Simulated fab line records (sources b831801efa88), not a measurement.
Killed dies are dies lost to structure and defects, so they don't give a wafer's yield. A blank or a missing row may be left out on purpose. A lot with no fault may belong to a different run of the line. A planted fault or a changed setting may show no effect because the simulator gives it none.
A lot that was struck, set against a sound lot	flow sfq-line	13 steps out of a route of 325
Sound: the wafers L894.4, L894.5, L894.6. Struck: wafers L902.3, L902.6. (L902.4 of the same lot was not struck and is left out.) The cause comes at the end.
At each step with rows: each side's tool, then ch and its chambers, then its first start. Under that, the readings that differ: sound wafers	struck wafers	difference of the means	sigmas: that difference in standard deviations of wafers without a fault.
alike: a reading whose means differ by less than 2 such deviations, as well as words and numbers matching on both sides. not compared: withheld readings; readings where some wafer has no value; bounds like >300 that might hide an equal value; numbers whose values overlap and for which the record gives no deviation.
The two part at a step that has a row with sigmas, a row that says differs or no value, or rows on one side only. Non-overlapping numbers with no deviation appear without sigmas and do not part them. A reading missing from all wafers of one side parts the sides only when that side holds two or more wafers.

first, 1 step without rows for these wafers: SFQ_TRILAYER_JJ_TRILAYER_DEP_AL_OXIDATION_111 (oxidation time 600 s).
SFQ_TRILAYER_JJ_TRILAYER_DEP_SPUTTER_112: material Nb, target thk 170 nm, time 113.3 s.
  sound: pvd-sputter-06 at day 51 10:25; struck: pvd-sputter-04 at day 55 00:30
  alike: throttle-valve-pct
SFQ_JJ_RS_MEAS_929: a four-point-probe measurement.
  sound: film-metro-02 at day 51 10:33; struck: film-metro-02 at day 55 00:37
  alike: JJ_NB_RS
then, 6 steps without rows for these wafers: SFQ_TRILAYER_JJ_CE_LITHO_COAT_119 (resist thk 62 nm); SFQ_TRILAYER_JJ_CE_LITHO_COAT_114 (resist thk 600 nm); SFQ_TRILAYER_JJ_CE_LITHO_SOFTBAKE_118; SFQ_TRILAYER_JJ_CE_LITHO_EXPOSE_115 (exposes mask J5, target cd 700 nm); SFQ_TRILAYER_JJ_CE_LITHO_PEB_117 (peb time 60 s); SFQ_TRILAYER_JJ_CE_LITHO_DEVELOP_116 (time 60 s).
-- the record jumps here: 4 days lie between the struck wafers' starts before and after --
SFQ_JJ_OVL_MEAS_931:
  sound: overlay-02 at day 56 22:25; struck: overlay-02 at day 59 06:28
reading	sound	struck	difference	sigmas
J5_OVL (nm)	-7 -13 -15	1 5	+15	+3
SFQ_TRILAYER_JJ_CE_METRO_MEASURE_117:
  sound: cd-sem-01 at day 56 23:02; struck: cd-sem-01 at day 59 06:54
  alike: cd-nm
SFQ_TRILAYER_JJ_CE_BARC_OPEN_RIE_150: chemistry O2, target BARC, target depth 240 nm, time 80 s.
  sound on rie-metal-01 ch 0,1, day 56 23:40; struck on rie-metal-04 ch 1, day 59 07:44
reading	sound	struck	difference	sigmas
rf-fwd-power-W (W)	593.4 593.2 596.8	691.7 691.0	+96.9	+46
  alike: drypump-motor-current-A, oes-product-au
  not compared: rf-hours-counter-h
SFQ_TRILAYER_JJ_CE_ETCH_RIE_118: chemistry SF6, target Nb, stops on Al2O3, time 97.7 s, target depth 170 nm.
  sound on rie-metal-01 ch 0,1, day 56 23:45; struck on rie-metal-04 ch 1, day 59 07:49
  alike: drypump-motor-current-A, oes-product-au, rf-fwd-power-W
  not compared: rf-hours-counter-h

## WHERE THEY PART
Last at SFQ_TRILAYER_JJ_CE_BARC_OPEN_RIE_150 as far as this record goes, first at SFQ_JJ_OVL_MEAS_931. Later steps at which nothing parts them and some readings are alike: SFQ_TRILAYER_JJ_CE_ETCH_RIE_118.

WHY: the cause the simulator had injected
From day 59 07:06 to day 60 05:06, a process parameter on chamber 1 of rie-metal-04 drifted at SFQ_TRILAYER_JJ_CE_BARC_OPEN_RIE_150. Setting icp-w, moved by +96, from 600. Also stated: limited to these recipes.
